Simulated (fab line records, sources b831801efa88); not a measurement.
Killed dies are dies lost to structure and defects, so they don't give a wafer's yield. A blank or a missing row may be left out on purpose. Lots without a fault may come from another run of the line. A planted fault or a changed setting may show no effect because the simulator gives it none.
Which tool did it? | flow gf180mcu | 6 lots, 18 wafers sampled, at 2 steps of a route of 602

WHAT THE GAUGES READ, wafer by wafer
GF_POLY_GATE_CD_MEAS_10: target cd 280 nm.
lot  | measured     | on        | cd_nm (nm)
L707 | day 9 17:47  | cd_sem-01 | 282.0 281.8 281.5
L711 | day 10 20:04 | cd_sem-01 | 279.3 279.3 279.8
L713 | day 11 14:43 | cd_sem-01 | 276.9 277.0 277.4
L717 | day 12 21:31 | cd_sem-02 | 323.8 323.2 322.8 323.7 323.1 322.9
L726 | day 15 14:11 | cd_sem-02 | 279.0 280.4 280.1
L728 | day 16 05:22 | cd_sem-01 | 278.0 279.0 277.8

WHICH TOOL RAN EACH LOT (tool, then ch and the chambers of the sampled wafers, then the start)
lot  | GF_POLY_GATE_EXPOSE_07
L707 | krf_scanner-02 ch 0, day 9 09:05
L711 | krf_scanner-01 ch 0, day 10 11:17
L713 | krf_scanner-01 ch 0, day 11 04:47
L717 | krf_scanner-02 ch 0, day 12 11:43
L726 | krf_scanner-02 ch 0, day 15 03:38
L728 | krf_scanner-02 ch 0, day 15 18:38
- GF_POLY_GATE_EXPOSE_07: exposes mask Poly2, target cd 280 nm.

THE ANSWER, worked out from the rows above alone
Rule: what is usual is taken from the lots themselves. Put in order of their means at a reading, lots are off if they are a third of the lots or fewer, leave a main group of 4 or more, and stand apart from it by a gap of 3 or more times the standard deviation of the main group's means; of several such gaps the widest counts. A main group whose means are all the same, to the digits that the tables above print for the reading, isn't used. A lot without any number at a reading at which 4 lots or more have one is off too. The other lots that the step has rows for count as sound.
Off: L717, at GF_POLY_GATE_CD_MEAS_10 (cd_nm). The main group: mean 279.3 nm, standard deviation 1.6.
A tool fits if, at a process step before that reading, it ran every lot that is off, and no sound lot after the first of them. The gauges at GF_POLY_GATE_CD_MEAS_10 are tried like those tools. None of those tried fits.

WHAT THE SIMULATOR HAD PUT IN
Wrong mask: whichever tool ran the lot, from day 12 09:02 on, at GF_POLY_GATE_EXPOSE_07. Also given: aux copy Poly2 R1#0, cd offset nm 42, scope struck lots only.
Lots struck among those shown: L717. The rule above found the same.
